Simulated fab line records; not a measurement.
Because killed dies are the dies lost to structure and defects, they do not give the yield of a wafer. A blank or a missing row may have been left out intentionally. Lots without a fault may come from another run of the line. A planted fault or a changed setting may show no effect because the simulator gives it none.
fab line records -- flow sky130
record: lots: 6, wafers: 18, last-day: 49
route steps=708 shown SONOS_ONO@186 GATE_OXIDE@187 POLY_GATE@204 RES_PROTECT@206 PAD_OPEN@708
lots that met no fault: taken from a fault-free run of the same line
start-h: start of the lot's first displayed wafer, in hours after the record's first day -- wait-h: time in hours since the lot's previous step -- " unchanged from the row above -- L1.1+2: a single row standing in for several wafers -- - no value present, or no start provided -- * or withheld: withheld -- < > ~ a bound
route shown NAME@n: NAME is a module with steps in the file, n the number in the route of the first one -- usual: average and standard deviation across the fault-free wafers -- same: alike in all rows -- chamber/n: place in a boat -- sites: each site's reading -- _std_site: their standard deviation -- _edge_site: the outer-site mean with the inner-site mean subtracted -- radius-mm: for every site, how far away it sits from the centre of the wafer -- mask NAME#n: copy n -- behind: the last tool/chamber to shape the wafer -- hold: cause of the lot's hold/its duration in hours/its outcome -- device: which transistor (n, p or np) failed to switch -- end of line: the tests these same wafers got at the end of their route -- a step with no rows: only its recipe -- killed: count of dies lost to structure and defects at first sort (not the wafer's yield) -- map: dies across one wafer; x = killed, . = not, _ = none there
set.NAME: setting as actually run; set.NAME@STEP: the setting as run at that earlier step -- model.NAME: the simulator's own value behind a step, which no gauge read
lots at some steps of the route; a table a step, a row a wafer
services: from which hour (start-h, from the record's first day; less than 0 if before it) a tool's chamber was out of use, for how many hours, and why
== steps ==
step: SKY_SONOS_ONO_WET_ETCH_18
recipe: chemistry: H3PO4, target-depth-nm: 15, target: Si3N4, temp-c: 160, time-s: 172
step: SKY_GATE_OXIDE_CLEAN_00
recipe: chemistry: SC1/SC2, mix: 1:4:20, temp-c: 70, time-s: 150, dry: n2-spin
step: SKY_GATE_OXIDE_OXIDATION_01
recipe: temp-c: 900, ambient: O2, stabilise-s: 600, purge-s: 300, target-thk-a: 102.68, ox-time-s: 1473
step: SKY_GATE_OXIDE_THK_MEAS_02
recipe: reads: SiO2_of_GATE_OXIDE_OXIDATION_01
usual: GATE_OXIDE_OXIDATION_00_THK: 10.26/0.23
lot.wafer,tool,chamber,start-h,wait-h,GATE_OXIDE_OXIDATION_00_THK[nm]
L184.2,film-metro-04,-,345.30,0.0,10.51
L184.4,film-metro-04,-,345.30,0.0,10.21
L184.6,film-metro-04,-,345.30,0.0,10.57
L185.4,film-metro-02,-,358.09,0.0,10.30
L185.5,film-metro-02,-,358.09,0.0,10.22
L185.6,film-metro-02,-,358.09,0.0,10.56
L186.3,film-metro-04,-,365.03,0.0,10.42
L186.5,film-metro-04,-,365.03,0.0,10.44
L186.6,film-metro-04,-,365.03,0.0,10.26
L191.1,film-metro-02,-,404.18,0.0,9.98
L191.4,film-metro-02,-,404.18,0.0,9.95
L191.5,film-metro-02,-,404.18,0.0,9.88
L193.1,film-metro-04,-,424.79,0.0,10.03
L193.3,film-metro-04,-,424.79,0.0,10.16
L193.6,film-metro-04,-,424.79,0.0,10.15
L194.2,film-metro-04,-,434.87,0.0,10.21
L194.3,film-metro-04,-,434.87,0.0,10.18
L194.5,film-metro-04,-,434.87,0.0,10.05
step: SKY_GATE_OXIDE_DEHYDRATE_03
recipe: temp-c: 200, time-s: 60
step: SKY_GATE_OXIDE_HMDS_04
recipe: prime-time-s: 60, prime-temp-c: 120
step: SKY_GATE_OXIDE_COAT_05
recipe: resist: NOVOLAK, spin-rpm: 3000, resist-thk-nm: 1140
step: SKY_GATE_OXIDE_SOFTBAKE_06
recipe: temp-c: 90, time-s: 60, resist: NOVOLAK
step: SKY_GATE_OXIDE_EXPOSE_07
recipe: mask-id: LVOM, na: 0.6, source-shape: conventional, sigma-outer: 0.6, polarization: unpolarized, target-cd-nm: 600, dose-mj: 170
step: SKY_GATE_OXIDE_PEB_08
recipe: temp-c: withheld, time-s: *, resist: NOVOLAK
step: SKY_GATE_OXIDE_DEVELOP_09
recipe: resist: NOVOLAK, developer: TMAH, develop-time-s: 60, dev-temp-c: 23
step: SKY_GATE_OXIDE_OVL_MEAS_10
usual: GATE_OXIDE_OVL: -0.1/1.1
lot.wafer,tool,chamber,start-h,wait-h,GATE_OXIDE_OVL[nm]
L184.2,overlay-01,-,373.08,0.1,-1.0
L184.4,overlay-01,-,373.08,0.1,-2.7
L184.6,overlay-01,-,373.08,0.1,-3.4
L185.4,overlay-01,-,386.09,0.1,1.4
L185.5,overlay-01,-,386.09,0.1,1.3
L185.6,overlay-01,-,386.09,0.1,1.6
L186.3,overlay-01,-,393.58,0.1,0.5
L186.5,overlay-01,-,393.58,0.1,0.3
L186.6,overlay-01,-,393.58,0.1,2.3
L191.1,overlay-02,-,433.82,0.1,1.2
L191.4,overlay-02,-,433.82,0.1,-1.2
L191.5,overlay-02,-,433.82,0.1,0.4
L193.1,overlay-01,-,454.71,0.1,0.1
L193.3,overlay-01,-,454.71,0.1,-1.6
L193.6,overlay-01,-,454.71,0.1,-0.9
L194.2,overlay-02,-,465.47,0.1,1.3
L194.3,overlay-02,-,465.47,0.1,0.3
L194.5,overlay-02,-,465.47,0.1,0.4
step: SKY_GATE_OXIDE_IMPLANT_11
recipe: species: B, energy-kev: 10, dose-cm2: 2.6e+12, tilt-deg: withheld
lot.wafer,tool,chamber,start-h,wait-h
L184.2+4+6,implanter-04,0,373.13,0.0
L185.4+5+6,implanter-04,0,386.18,0.1
L186.3+5+6,implanter-03,0,393.66,0.1
L191.1+4+5,implanter-04,0,433.86,0.0
L193.1+3+6,implanter-04,0,454.75,0.0
L194.2+3+5,implanter-04,0,465.52,0.0
step: SKY_GATE_OXIDE_WET_ETCH_12
recipe: chemistry: dHF, target-depth-nm: 16.8, dry: n2-spin, target: SiO2, dilution: 100:1, temp-c: 25, time-s: 336
step: SKY_GATE_OXIDE_STRIP_13
recipe: chemistry: O2/N2, power-w: 1400, pressure-mtorr: 1500, platen-temp-c: withheld, o2-flow-sccm: 3000, n2-flow-sccm: 300, overash-fraction: 0.5
usual: drypump-motor-current-A: 5.6/0.31, oes-product-au: 0.716/0.0049, strip-time-to-endpoint-s: 14.19/0.034
same: overash-fraction: 0.5
lot.wafer,tool,chamber,start-h,wait-h,drypump-motor-current-A,oes-product-au,rf-hours-counter-h,strip-time-to-endpoint-s
L184.2,plasma-asher-02,0,373.36,0.0,5.6,0.710,26,14.25
L184.4,plasma-asher-02,1,373.36,0.0,5.7,0.715,-,14.19
L184.6,plasma-asher-02,1,373.36,0.0,5.8,0.715,-,14.24
L185.4,plasma-asher-04,1,386.39,0.0,5.3,0.714,-,14.17
L185.5,plasma-asher-04,1,386.39,0.0,5.2,0.721,-,14.20
L185.6,plasma-asher-04,0,386.39,0.0,5.1,0.716,-,14.13
L186.3,plasma-asher-02,1,393.89,0.0,5.8,0.721,-,14.19
L186.5,plasma-asher-02,0,393.89,0.0,5.6,0.717,-,14.17
L186.6,plasma-asher-02,1,393.89,0.0,5.8,0.716,-,14.23
L191.1,plasma-asher-02,1,434.11,0.0,5.8,0.712,32,14.19
L191.4,plasma-asher-02,0,434.11,0.0,5.6,0.715,-,14.18
L191.5,plasma-asher-02,1,434.11,0.0,5.7,0.714,-,14.20
L193.1,plasma-asher-02,1,455.00,0.0,5.7,0.715,34,14.22
L193.3,plasma-asher-02,1,455.00,0.0,5.8,0.713,-,14.20
L193.6,plasma-asher-02,1,455.00,0.0,5.7,0.723,-,14.19
L194.2,plasma-asher-02,0,465.75,0.0,5.6,0.710,36,14.19
L194.3,plasma-asher-02,0,465.75,0.0,5.6,0.719,-,14.16
L194.5,plasma-asher-02,1,465.75,0.0,5.7,0.706,-,14.20
step: SKY_GATE_OXIDE_TW_MEAS_14
usual: GATE_OXIDE_TW: 223.1/2
lot.wafer,tool,chamber,start-h,wait-h,GATE_OXIDE_TW
L184.2,film-metro-04,-,373.47,0.1,222.6
L184.4,film-metro-04,-,373.47,0.1,223.4
L184.6,film-metro-04,-,373.47,0.1,221.6
L185.4,film-metro-02,-,386.49,0.1,225.3
L185.5,film-metro-02,-,386.49,0.1,224.4
L185.6,film-metro-02,-,386.49,0.1,225.4
L186.3,film-metro-02,-,393.98,0.1,225.6
L186.5,film-metro-02,-,393.98,0.1,224.5
L186.6,film-metro-02,-,393.98,0.1,225.5
L191.1,film-metro-02,-,434.21,0.1,225.6
L191.4,film-metro-02,-,434.21,0.1,226.2
L191.5,film-metro-02,-,434.21,0.1,226.4
L193.1,film-metro-04,-,455.10,0.1,220.1
L193.3,film-metro-04,-,455.10,0.1,220.7
L193.6,film-metro-04,-,455.10,0.1,218.9
L194.2,film-metro-01,-,465.86,0.1,219.9
L194.3,film-metro-01,-,465.86,0.1,219.1
L194.5,film-metro-01,-,465.86,0.1,220.1
step: SKY_GATE_OXIDE_CLEAN_15
recipe: chemistry: SC1/SC2, mix: 1:4:20, temp-c: 70, time-s: 150, dry: n2-spin
step: SKY_GATE_OXIDE_OXIDATION_16
recipe: temp-c: 800, ambient: O2, idle-temp-c: 700, ramp-up-c-per-min: 10, ramp-down-c-per-min: 3, stabilise-s: 600, purge-s: 300, target-thk-a: 35.7, ox-time-s: 1915
step: SKY_POLY_GATE_CVD_00
recipe: material: poly-Si, target-thk-nm: 180, temp-c: 620, time-s: 720, pressure-mtorr: 200
step: SKY_POLY_GATE_THK_MEAS_01
recipe: reads: poly-Si_of_POLY_GATE_CVD_00
usual: POLY_GATE_CVD_00_THK: 180.3/1.3
lot.wafer,tool,chamber,start-h,wait-h,POLY_GATE_CVD_00_THK[nm]
L184.2,film-metro-02,-,377.42,0.0,180.5
L184.4,film-metro-02,-,377.42,0.0,180.3
L184.6,film-metro-02,-,377.42,0.0,178.7
L185.4,film-metro-01,-,390.64,0.0,182.1
L185.5,film-metro-01,-,390.64,0.0,181.8
L185.6,film-metro-01,-,390.64,0.0,181.6
L186.3,film-metro-03,-,396.82,0.0,179.6
L186.5,film-metro-03,-,396.82,0.0,179.7
L186.6,film-metro-03,-,396.82,0.0,179.8
L191.1,film-metro-03,-,437.87,0.0,179.0
L191.4,film-metro-03,-,437.87,0.0,179.4
L191.5,film-metro-03,-,437.87,0.0,179.1
L193.1,film-metro-01,-,458.94,0.0,182.0
L193.3,film-metro-01,-,458.94,0.0,183.0
L193.6,film-metro-01,-,458.94,0.0,182.0
L194.2,film-metro-03,-,469.51,0.0,184.0
L194.3,film-metro-03,-,469.51,0.0,183.3
L194.5,film-metro-03,-,469.51,0.0,183.5
step: SKY_RES_PROTECT_DEHYDRATE_00
recipe: temp-c: 200, time-s: 60
step: SKY_RES_PROTECT_HMDS_01
recipe: prime-time-s: 60, prime-temp-c: 120
step: SKY_RES_PROTECT_COAT_02
recipe: resist: NOVOLAK, spin-rpm: 3000, resist-thk-nm: 1140
step: SKY_RES_PROTECT_SOFTBAKE_03
recipe: temp-c: 90, time-s: 60, resist: NOVOLAK
step: SKY_RES_PROTECT_EXPOSE_04
recipe: mask-id: RPM, na: 0.6, source-shape: conventional, sigma-outer: 0.6, polarization: unpolarized, target-cd-nm: 1270, dose-mj: 131
step: SKY_RES_PROTECT_PEB_05
recipe: temp-c: withheld, time-s: *, resist: NOVOLAK
step: SKY_RES_PROTECT_DEVELOP_06
recipe: resist: NOVOLAK, developer: TMAH, develop-time-s: 60, dev-temp-c: 23
step: SKY_POLY_GATE_IMPLANT_02
recipe: species: P, energy-kev: 30, dose-cm2: 7.7e+15, tilt-deg: 0
step: SKY_RES_PROTECT_STRIP_07
recipe: chemistry: O2/N2, power-w: 1400, pressure-mtorr: 1500, platen-temp-c: withheld, o2-flow-sccm: 3000, n2-flow-sccm: 300, overash-fraction: 0.5
usual: drypump-motor-current-A: 5.6/0.36, oes-product-au: 0.518/0.0046, strip-time-to-endpoint-s: 23.30/0.034
same: overash-fraction: 0.5
lot.wafer,tool,chamber,start-h,wait-h,drypump-motor-current-A,oes-product-au,rf-hours-counter-h,strip-time-to-endpoint-s
L184.2,plasma-asher-01,0,406.90,0.1,4.8,0.522,76,23.30
L184.4,plasma-asher-01,0,406.90,0.1,4.8,0.525,-,23.30
L184.6,plasma-asher-01,0,406.90,0.1,4.8,0.516,-,23.28
L185.4,plasma-asher-03,0,420.28,0.1,6.0,0.524,-,23.30
L185.5,plasma-asher-03,1,420.28,0.1,5.9,0.522,-,23.29
L185.6,plasma-asher-03,0,420.28,0.1,6.0,0.516,-,23.31
L186.3,plasma-asher-02,1,426.53,0.1,5.8,0.514,-,23.25
L186.5,plasma-asher-02,0,426.53,0.1,5.6,0.524,-,23.27
L186.6,plasma-asher-02,1,426.53,0.1,5.7,0.514,-,23.30
L191.1,plasma-asher-01,0,469.07,0.1,4.8,0.513,4,23.31
L191.4,plasma-asher-01,0,469.07,0.1,4.8,0.514,-,23.33
L191.5,plasma-asher-01,0,469.07,0.1,4.8,0.516,-,23.28
L193.1,plasma-asher-01,1,489.80,0.1,5.4,0.516,7,23.37
L193.3,plasma-asher-01,1,489.80,0.1,5.4,0.516,-,23.28
L193.6,plasma-asher-01,1,489.80,0.1,5.4,0.517,-,23.31
L194.2,plasma-asher-03,1,499.72,0.1,5.9,0.517,80,23.31
L194.3,plasma-asher-03,1,499.72,0.1,5.9,0.518,-,23.31
L194.5,plasma-asher-03,1,499.72,0.1,5.9,0.523,-,23.37
step: SKY_RES_PROTECT_TW_MEAS_08
usual: POLY_GATE_TW: 3985/24
lot.wafer,tool,chamber,start-h,wait-h,POLY_GATE_TW
L184.2,film-metro-04,-,407.01,0.1,4014
L184.4,film-metro-04,-,407.01,0.1,4030
L184.6,film-metro-04,-,407.01,0.1,4037
L185.4,film-metro-03,-,420.38,0.1,3960
L185.5,film-metro-03,-,420.38,0.1,3968
L185.6,film-metro-03,-,420.38,0.1,3992
L186.3,film-metro-01,-,426.62,0.1,3994
L186.5,film-metro-01,-,426.62,0.1,3984
L186.6,film-metro-01,-,426.62,0.1,3989
L191.1,film-metro-01,-,469.17,0.1,3961
L191.4,film-metro-01,-,469.17,0.1,3968
L191.5,film-metro-01,-,469.17,0.1,3968
L193.1,film-metro-01,-,489.90,0.1,3981
L193.3,film-metro-01,-,489.90,0.1,3953
L193.6,film-metro-01,-,489.90,0.1,3956
L194.2,film-metro-04,-,499.83,0.1,3997
L194.3,film-metro-04,-,499.83,0.1,4025
L194.5,film-metro-04,-,499.83,0.1,4009
step: SKY_RES_PROTECT_CLEAN_09
recipe: chemistry: SC1/SC2, mix: 1:4:20, temp-c: 70, time-s: 150, dry: n2-spin
step: SKY_POLY_GATE_CVD_03
recipe: material: Si3N4, precursor: DCS/NH3, target-thk-nm: 75, temp-c: 770, time-s: 1290, pressure-mtorr: 250
step: SKY_POLY_GATE_THK_MEAS_04
recipe: reads: Si3N4_of_POLY_GATE_CVD_03
usual: POLY_GATE_CVD_03_THK: 75.1/0.56
lot.wafer,tool,chamber,start-h,wait-h,POLY_GATE_CVD_03_THK[nm]
L184.2,film-metro-01,-,408.48,0.0,75.7
L184.4,film-metro-01,-,408.48,0.0,75.3
L184.6,film-metro-01,-,408.48,0.0,75.7
L185.4,film-metro-02,-,424.34,0.0,75.1
L185.5,film-metro-02,-,424.34,0.0,75.4
L185.6,film-metro-02,-,424.34,0.0,75.3
L186.3,film-metro-02,-,429.57,0.0,75.0
L186.5,film-metro-02,-,429.57,0.0,74.3
L186.6,film-metro-02,-,429.57,0.0,74.1
L191.1,film-metro-01,-,471.68,0.0,75.1
L191.4,film-metro-01,-,471.68,0.0,75.4
L191.5,film-metro-01,-,471.68,0.0,75.2
L193.1,film-metro-03,-,491.37,0.0,75.3
L193.3,film-metro-03,-,491.37,0.0,75.1
L193.6,film-metro-03,-,491.37,0.0,74.8
L194.2,film-metro-02,-,501.30,0.0,74.8
L194.3,film-metro-02,-,501.30,0.0,74.6
L194.5,film-metro-02,-,501.30,0.0,74.9
step: SKY_POLY_GATE_DEHYDRATE_05
recipe: temp-c: 200, time-s: 60
step: SKY_POLY_GATE_HMDS_06
recipe: prime-time-s: 60, prime-temp-c: 120
step: SKY_POLY_GATE_COAT_07
recipe: resist: BARC, temp-c: withheld, time-s: withheld, spin-rpm: 3000, resist-thk-nm: 110
step: SKY_POLY_GATE_COAT_08
recipe: resist: KrF-thick, spin-rpm: 3000, resist-thk-nm: 450
step: SKY_POLY_GATE_SOFTBAKE_09
recipe: temp-c: 100, time-s: 90, resist: KrF-thick
step: SKY_POLY_GATE_EXPOSE_10
recipe: mask-id: P1M, na: 0.68, source-shape: conventional, sigma-outer: 0.6, target-cd-nm: 150, dose-mj: 28
step: SKY_POLY_GATE_PEB_11
recipe: peb-temp-c: withheld, peb-time-s: withheld, resist: KrF-thick
step: SKY_POLY_GATE_DEVELOP_12
recipe: develop-time-s: 60, resist: KrF-thick, dev-temp-c: 21
step: SKY_POLY_GATE_CD_MEAS_13
recipe: target-cd-nm: 150
usual: cd-nm: 150.3/1.4
lot.wafer,tool,chamber,start-h,wait-h,cd-nm
L184.2,cd-sem-02,-,438.02,-,150.4
L184.4,cd-sem-02,-,438.02,-,150.8
L184.6,cd-sem-02,-,438.02,-,149.3
L185.4,cd-sem-01,-,454.47,-,151.2
L185.5,cd-sem-01,-,454.47,-,151.4
L185.6,cd-sem-01,-,454.47,-,150.0
L186.3,cd-sem-02,-,460.19,-,148.8
L186.5,cd-sem-02,-,460.19,-,150.2
L186.6,cd-sem-02,-,460.19,-,148.1
L191.1,cd-sem-01,-,502.85,-,149.2
L191.4,cd-sem-01,-,502.85,-,150.1
L191.5,cd-sem-01,-,502.85,-,150.2
L193.1,cd-sem-01,-,522.17,-,150.2
L193.3,cd-sem-01,-,522.17,-,149.1
L193.6,cd-sem-01,-,522.17,-,149.9
L194.2,cd-sem-02,-,531.99,-,150.2
L194.3,cd-sem-02,-,531.99,-,150.0
L194.5,cd-sem-02,-,531.99,-,150.6
step: SKY_PAD_OPEN_PROBE_99
usual: killed_at_M0_to_M3: 44/6.8, killed_at_M4_up: 3.4/2, killed-at-contacts: 24/5.2, killed-at-front-end: 15/5.2, killed-at-other: 0.2/0.46, killed-dies: 87/9.8, killed-on-rim: 17/3.8, killed-open: 47/7.5, killed-short: 39/6.8
same: gross-dies: 492, killed-at-back-side: 0
lot.wafer,tool,chamber,start-h,wait-h,killed_at_M0_to_M3,killed_at_M4_up,killed-at-contacts,killed-at-front-end,killed-at-other,killed-dies,killed-on-rim,killed-open,killed-short,model.etest.tip-p.rs-ohm-sq-range,model.etest.nfet_01v8.drive-ua-um-range,model.etest.pfet_01v8.drive-ua-um-range,model.etest.pfet_01v8_lvt.vt-v-range,model.etest.pfet_01v8.vt-v-range,model.etest.nfet_01v8.vt-v-range
L184.2,prober-02,-,1124.46,0.1,45,5,15,15,1,81,19,38,43,216.7,9.276,6.169,0.02477,0.01802,0.007957
L184.4,prober-02,-,1124.56,0.2,30,5,34,17,0,86,16,43,43,156.3,13.73,8.71,0.02513,0.02327,0.005762
L184.6,prober-02,-,1124.66,0.2,56,4,32,19,0,111,17,62,49,213.6,3.954,7.856,0.03025,0.01701,0.008978
L185.4,prober-01,-,1129.83,0.2,38,2,26,9,0,75,11,41,34,145.9,12.7,6.675,0.01945,0.0135,0.008533
L185.5,prober-01,-,1129.88,0.2,43,3,20,15,0,81,18,41,40,263.9,9.759,9.659,0.0157,0.008642,0.01335
L185.6,prober-01,-,1129.93,0.2,44,6,19,28,0,97,21,59,38,168.4,10.01,6.772,0.01058,0.01092,0.009419
L186.3,prober-02,-,1136.86,0.2,37,4,19,19,0,79,19,39,40,234,7.537,13.56,0.01687,0.01655,0.009009
L186.5,prober-02,-,1136.96,0.2,37,1,22,20,0,80,16,47,33,270.9,5.664,5.723,0.02178,0.01902,0.01064
L186.6,prober-02,-,1137.01,0.2,29,3,23,20,1,76,16,36,40,192.1,9.724,8.423,0.02114,0.01777,0.01208
L191.1,prober-01,-,1162.79,0.1,38,2,30,13,0,83,17,34,49,226.5,6.937,5.835,0.01824,0.01213,0.01149
L191.4,prober-01,-,1162.94,0.2,27,2,28,9,0,66,12,39,27,249.1,10.03,4.962,0.01305,0.01427,0.01105
L191.5,prober-01,-,1162.99,0.2,39,4,29,14,0,86,11,47,39,191.3,12.29,6.297,0.01121,0.01371,0.013
L193.1,prober-01,-,1172.92,0.1,48,2,17,8,0,75,11,38,37,313.2,24.6,17.9,0.1912,0.07475,0.02079
L193.3,prober-01,-,1173.02,0.2,31,2,24,14,0,71,11,41,30,169.6,8.462,6.134,0.0236,0.01287,0.01077
L193.6,prober-01,-,1173.17,0.2,48,2,20,17,0,87,19,52,35,301,19.85,21.6,0.1829,0.07584,0.02356
L194.2,prober-02,-,1178.40,0.1,50,0,30,16,0,96,15,57,39,229,9.751,5.065,0.009086,0.01199,0.007543
L194.3,prober-02,-,1178.45,0.2,49,3,25,19,0,96,19,58,38,208.5,10.88,5.188,0.01118,0.008174,0.008789
L194.5,prober-02,-,1178.55,0.2,49,4,21,24,1,99,18,54,45,296,20.93,20.25,0.1775,0.07324,0.02741
killed by level:class
L184.2 VIA1:geometric-particle:open=12 POLY_GATE:geometric-particle:short=8 CONTACT:geometric-particle:open=8 METAL2:geometric-particle:short=7 METAL1:geometric-particle:short=5 VIA1:geometric-particle:short=5 CONTACT:geometric-particle:short=4 VIA2:geometric-particle:open=4
L184.4 CONTACT:geometric-particle:short=11 VIA1:geometric-particle:open=10 LI_CONTACT:geometric-particle:open=9 CONTACT:geometric-particle:open=8 FIELD_ISO:geometric-particle:short=4 FIELD_ISO:geometric-particle:open=4 LOCAL_INTERCONNECT:geometric-particle:short=4 VIA1:geometric-particle:short=4
L184.6 VIA1:geometric-particle:open=18 VIA2:geometric-particle:open=9 CONTACT:geometric-particle:open=8 CONTACT:geometric-particle:short=8 VIA1:geometric-particle:short=8 LOCAL_INTERCONNECT:geometric-particle:short=7 VIA3:geometric-particle:open=6 FIELD_ISO:geometric-particle:open=5
L185.4 CONTACT:geometric-particle:open=10 VIA1:geometric-particle:open=8 VIA3:geometric-particle:open=6 LI_CONTACT:geometric-particle:short=5 METAL1:geometric-particle:short=4 METAL2:geometric-particle:short=4 VIA2:geometric-particle:open=4 CONTACT:geometric-particle:short=3
L185.5 VIA1:geometric-particle:open=7 CONTACT:geometric-particle:open=7 VIA3:geometric-particle:open=7 VIA2:geometric-particle:open=6 VIA2:geometric-particle:short=6 POLY_GATE:geometric-particle:short=4 LI_CONTACT:geometric-particle:short=4 LOCAL_INTERCONNECT:geometric-particle:short=4
L185.6 CONTACT:geometric-particle:open=10 VIA1:geometric-particle:open=9 VIA2:geometric-particle:open=9 POLY_GATE:geometric-particle:open=8 VIA3:geometric-particle:open=8 FIELD_ISO:geometric-particle:open=7 FIELD_ISO:geometric-particle:short=5 METAL4:geometric-particle:short=5
L186.3 VIA1:geometric-particle:open=10 FIELD_ISO:geometric-particle:open=6 LI_CONTACT:geometric-particle:open=5 CONTACT:geometric-particle:open=5 METAL2:geometric-particle:short=5 VIA3:geometric-particle:open=5 LOCAL_INTERCONNECT:geometric-particle:short=4 FIELD_ISO:geometric-particle:short=3
L186.5 VIA1:geometric-particle:open=13 CONTACT:geometric-particle:open=10 FIELD_ISO:geometric-particle:short=6 FIELD_ISO:geometric-particle:open=5 LI_CONTACT:geometric-particle:open=5 VIA1:geometric-particle:short=5 LOCAL_INTERCONNECT:geometric-particle:short=4 METAL1:geometric-particle:short=4
L186.6 VIA3:geometric-particle:open=7 CONTACT:geometric-particle:open=7 POLY_GATE:geometric-particle:open=6 POLY_GATE:geometric-particle:short=5 LI_CONTACT:geometric-particle:short=5 VIA1:geometric-particle:short=5 VIA1:geometric-particle:open=5 LI_CONTACT:geometric-particle:open=4
L191.1 LI_CONTACT:geometric-particle:short=8 LOCAL_INTERCONNECT:geometric-particle:short=8 VIA1:geometric-particle:open=8 VIA1:geometric-particle:short=6 METAL2:geometric-particle:short=6 FIELD_ISO:geometric-particle:open=5 LI_CONTACT:geometric-particle:open=5 CONTACT:geometric-particle:open=5
L191.4 LI_CONTACT:geometric-particle:open=9 CONTACT:geometric-particle:open=8 VIA1:geometric-particle:open=8 CONTACT:geometric-particle:short=7 METAL1:geometric-particle:short=5 POLY_GATE:geometric-particle:open=4 VIA2:geometric-particle:open=4 METAL2:geometric-particle:short=3
L191.5 CONTACT:geometric-particle:open=14 VIA1:geometric-particle:open=11 VIA1:geometric-particle:short=7 LI_CONTACT:geometric-particle:open=6 VIA3:geometric-particle:open=5 CONTACT:geometric-particle:short=5 METAL3:geometric-particle:short=5 POLY_GATE:geometric-particle:short=3
L193.1 VIA1:geometric-particle:open=10 VIA1:geometric-particle:short=7 VIA2:geometric-particle:short=7 LI_CONTACT:geometric-particle:open=5 LOCAL_INTERCONNECT:geometric-particle:short=5 METAL1:geometric-particle:short=5 CONTACT:geometric-particle:open=4 VIA2:geometric-particle:open=4
L193.3 LI_CONTACT:geometric-particle:open=10 CONTACT:geometric-particle:open=8 VIA1:geometric-particle:open=7 METAL3:geometric-particle:short=6 VIA2:geometric-particle:open=4 FIELD_ISO:geometric-particle:open=3 SONOS_ONO:geometric-particle:short=3 POLY_GATE:geometric-particle:open=3
L193.6 VIA1:geometric-particle:open=10 VIA3:geometric-particle:open=9 CONTACT:geometric-particle:open=8 FIELD_ISO:geometric-particle:open=6 FIELD_ISO:geometric-particle:short=6 LI_CONTACT:geometric-particle:open=5 VIA2:geometric-particle:open=5 METAL2:geometric-particle:short=5
L194.2 VIA1:geometric-particle:open=11 CONTACT:geometric-particle:open=9 VIA2:geometric-particle:open=9 LI_CONTACT:geometric-particle:open=8 METAL2:geometric-particle:short=7 FIELD_ISO:geometric-particle:open=6 VIA3:geometric-particle:open=6 LOCAL_INTERCONNECT:geometric-particle:short=5
L194.3 VIA1:geometric-particle:open=14 VIA3:geometric-particle:open=10 POLY_GATE:geometric-particle:open=8 CONTACT:geometric-particle:open=8 LOCAL_INTERCONNECT:geometric-particle:short=7 METAL2:geometric-particle:short=7 FIELD_ISO:geometric-particle:short=4 LI_CONTACT:geometric-particle:open=4
L194.5 VIA3:geometric-particle:open=10 FIELD_ISO:geometric-particle:open=9 VIA1:geometric-particle:open=9 VIA2:geometric-particle:open=7 FIELD_ISO:geometric-particle:short=6 LI_CONTACT:geometric-particle:open=6 METAL1:geometric-particle:short=6 VIA1:geometric-particle:short=6
== services ==
tool,chamber,start-h,hours,kind
plasma-asher-01,-,421.25,9.0,pm
plasma-asher-01,0,421.25,9.0,vent-cycle
plasma-asher-01,1,421.25,9.0,vent-cycle
plasma-asher-01,0,430.25,-,clean
plasma-asher-01,1,430.25,-,clean
implanter-03,-,431.21,4.3,pm
plasma-asher-02,-,437.29,2.0,repair
plasma-asher-01,-,448.93,1.8,repair
plasma-asher-04,-,454.71,6.5,repair
plasma-asher-02,-,467.49,22.7,repair
implanter-03,-,482.37,2.5,pm
implanter-03,-,484.98,2.7,repair
implanter-04,-,490.94,0.7,repair
plasma-asher-02,-,498.23,4.5,repair
== key ==
first-sign none at tools or gauges
model-effect: step: SKY_PAD_OPEN_PROBE_99, value: etest.tip-p.rs-ohm-sq-range, without: 210.9, struck: 303.4
met-at SKY_GATE_OXIDE_IMPLANT_11
struck-wafers L193.1,L193.6,L194.5
tester-left-out L193,L194
onset-between 433.86 454.75
fault: kind: process-parameter-drift, tool: implanter-04, chamber: -, onset-h: 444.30, steps: SKY_GATE_OXIDE_IMPLANT_11, channel: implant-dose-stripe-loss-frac, offset: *, shape: step, end-h: 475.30, scope: struck-wafers-only
tester-left-out: of these lots the tester's yield and bins aren't shown, on N5 and GAA mostly nor the transistor test; their killed dies are dies lost to structure and defects alone, not to doping, threshold or leakage, so they don't give the yield
